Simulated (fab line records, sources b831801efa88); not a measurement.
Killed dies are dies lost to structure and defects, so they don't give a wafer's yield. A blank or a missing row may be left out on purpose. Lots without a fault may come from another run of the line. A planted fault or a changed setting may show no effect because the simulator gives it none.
Chamber matching | flow sky130 | SKY_CONTACT_CMP_27 on cmp-02: 4 sister chambers
The step polishes, stops on SiO2, t overpolish 15 s, target thk 0 nm. 8 wafers are shown with their chamber, then 7 later ones without.

WAFERS WITH THEIR CHAMBER
wafer  | chamber | motor_current_A (A) | time_to_endpoint_s (s)
L161.4 | 2       | 11.1                | 82
L166.4 | 1       | 10.6                | 80
L166.5 | 2       | 12.0                | 79
L169.2 | 0       | 10.5                | 82
L169.4 | 3       | 11.0                | 73
L169.6 | 1       | 11.2                | 81
L177.1 | 3       | 10.9                | 80
L177.4 | 0       | 10.8                | 87

WAFERS WITHOUT THEIR CHAMBER
wafer  | motor_current_A (A) | time_to_endpoint_s (s)
L177.5 | 10.5                | 83
L178.2 | 11.4                | 76
L178.3 | 10.6                | 82
L178.5 | 11.6                | 78
L181.1 | 11.3                | 89
L181.2 | 11.4                | 85
L181.3 | 10.3                | 92

WHICH CHAMBER EACH WENT THROUGH
wafer  | from the rows above               | in truth
L177.5 | can't be placed: 0 or 1 or 3      | 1
L178.2 | can't be placed: 3 or 2 or 1      | 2
L178.3 | can't be placed: 0 or 1 or 3 or 2 | 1
L178.5 | can't be placed: 2 or 3 or 1      | 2
L181.1 | can't be placed: 0 or 2 or 1 or 3 | 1
L181.2 | can't be placed: 2 or 1 or 0 or 3 | 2
L181.3 | can't be placed: 0 or 1           | 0
Placed correctly: 0 of 7. Can't be placed from these rows: 7 (the true chamber is among the candidates in 7). Placed wrongly: 0.
How it was worked out, from the rows above alone: a wafer's distance from a chamber is the root of the sum, over the readings, of the square of ((its reading less the chamber's mean) divided by the reading's scatter). The wafer belongs to the nearest chamber; if the next one is less than 2 further off, it can't be placed. A chamber's mean is the mean of its shown wafers. The scatter: the root of (the sum of the squares of (reading less its chamber's mean) over the shown wafers, divided by (wafers less chambers)).
